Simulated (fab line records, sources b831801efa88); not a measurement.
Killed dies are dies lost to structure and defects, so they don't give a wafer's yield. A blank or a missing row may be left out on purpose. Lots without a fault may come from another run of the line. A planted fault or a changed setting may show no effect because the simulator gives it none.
Which tool did it? | flow gf180mcu | 12 lots, 36 wafers sampled, at 1 step of a route of 602

WHAT THE GAUGES READ, wafer by wafer
GF_V1_CD_MEAS_14: target cd 260 nm.
lot  | measured     | on        | cd_nm (nm)
L075 | day 18 10:49 | cd_sem-01 | 258.4 260.5 259.1
L078 | day 19 15:41 | cd_sem-01 | 260.9 261.0 261.0
L079 | day 20 04:46 | cd_sem-01 | 259.3 259.5 259.8
L081 | day 20 23:17 | cd_sem-02 | 260.2 258.9 260.5
L083 | day 21 11:14 | cd_sem-01 | 261.6 261.7 260.1
L085 | day 22 04:38 | cd_sem-02 | 260.3 258.7 258.8
L087 | day 23 02:26 | cd_sem-01 | 260.5 261.0 260.9
L088 | day 23 20:13 | cd_sem-01 | 262.1 262.0 262.3
L091 | day 24 06:01 | cd_sem-02 | 258.3 258.4 257.7
L093 | day 25 01:02 | cd_sem-02 | 260.3 258.9 259.7
L095 | day 25 10:58 | cd_sem-02 | 260.3 261.7 261.4
L097 | day 25 22:19 | cd_sem-01 | 256.9 259.1 257.4

WHICH TOOL RAN EACH LOT (tool, then ch and the chambers of the sampled wafers, then the start)
The record holds no process step before these readings.

THE ANSWER, worked out from the rows above alone
Rule: what is usual is taken from the lots themselves. Put in order of their means at a reading, lots are off if they are a third of the lots or fewer, leave a main group of 4 or more, and stand apart from it by a gap of 3 or more times the standard deviation of the main group's means; of several such gaps the widest counts. A main group whose means are all the same, to the digits that the tables above print for the reading, isn't used. A lot without any number at a reading at which 4 lots or more have one is off too. The other lots that the step has rows for count as sound.
No lot is off at any reading shown: from this, nothing can be told.

WHAT THE SIMULATOR HAD PUT IN
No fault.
